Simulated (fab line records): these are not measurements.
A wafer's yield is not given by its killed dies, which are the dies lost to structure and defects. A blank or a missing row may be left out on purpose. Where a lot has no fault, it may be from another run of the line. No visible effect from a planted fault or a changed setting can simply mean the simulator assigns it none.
The same fault as seen by 2 desks | flow sky130 | what lay behind the numbers comes last; until then each desk has only its own

== TOOL OWNER'S DESK, cvdW-01 ==
The tool's own readings at SKY_LI_CONTACT_CVD_21 (deposits W, target thk 400 nm, time 120.56 s): means of the sampled wafers that have a number, for each lot that ran on this tool. Any lot whose mean is over 4 standard deviations away from the usual mean is out of limits and marked OUT; that distance is given in the brackets.
Columns: A = chamberPressureTorr at SKY_LI_CONTACT_CVD_21, usual 40.00 Torr; B = heaterPowerW at SKY_LI_CONTACT_CVD_21, usual 842 W
lot  | first seen here | A     | B
L729 | day 29 09:58    | 39.87 | 847
L731 | day 30 06:18    | 40.03 | 810
L740 | day 33 04:59    | 39.90 | 756
L741 | day 33 23:14    | 40.10 | 828
L743 | day 34 07:37    | 39.94 | 800
L745 | day 34 12:47    | 39.94 | 831
This desk's verdict: no lot among the 6 shows anything out of limits.

== AT THE METROLOGY DESK ==
Means of the sampled wafers that have a number, per lot and without regard to the tool the lot ran on: this is what the gauges read. Any lot whose mean is over 4 standard deviations away from the usual mean is out of limits and marked OUT; that distance is given in the brackets.
Columns: A = SD_P_RS at SKY_SD_N_RS_MEAS_17, usual 147.0 ohm/sq; B = LI_CONTACT_W_RS at SKY_LI_CONTACT_RS_MEAS_22, usual 0.2943 ohm/sq; C = LI_CONTACT_W_THK at SKY_LI_CONTACT_THK_MEAS_23, usual 389 nm
lot  | first seen here | A     | B                | C
L729 | day 28 04:40    | 146.6 | 0.2950           | 384
L731 | day 29 00:54    | 146.8 | 0.2942           | 386
L733 | day 29 13:02    | 146.9 | 0.2986           | 383
L734 | day 31 02:10    | 146.9 | 0.2949           | 383
L736 | day 31 03:10    | 146.8 | 0.2939           | 397
L740 | day 32 00:22    | 146.8 | 0.2917           | 402
L742 | day 32 11:22    | 146.8 | 0.2923           | 388
L741 | day 32 18:57    | 147.6 | 0.2582 (-13) OUT | 437 (+8.0) OUT
L743 | day 33 03:40    | 146.4 | 0.2566 (-13) OUT | 437 (+8.0) OUT
L744 | day 33 03:58    | 147.5 | 0.2974           | 394
L745 | day 33 08:13    | 147.2 | 0.2567 (-13) OUT | 437 (+8.0) OUT
This desk reports L741, L743, L745 out of limits; the earliest was L741 at day 33 23:22 (LI_CONTACT_W_RS at SKY_LI_CONTACT_RS_MEAS_22). L729, L731, L733, L734, L736, L740, L742, L744: within limits.

== PUT TOGETHER ==
Metrology desk: alarm possible at day 33 23:22 on L741, L743, L745.
Nothing out of limits was seen by the tool owner's desk.
Tool owner's desk: L741, L743, L745 on record, inside its limits.
Every lot named ran SKY_LI_CONTACT_CVD_21 on cvdW-01.

== WHAT HAD BEEN PUT IN BY THE SIMULATOR ==
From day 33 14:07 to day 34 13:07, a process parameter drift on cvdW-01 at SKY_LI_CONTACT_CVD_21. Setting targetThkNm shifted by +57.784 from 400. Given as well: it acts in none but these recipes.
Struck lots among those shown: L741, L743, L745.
Delay in hours, fault start to first out-of-limits reading, per desk: metrology desk 9.
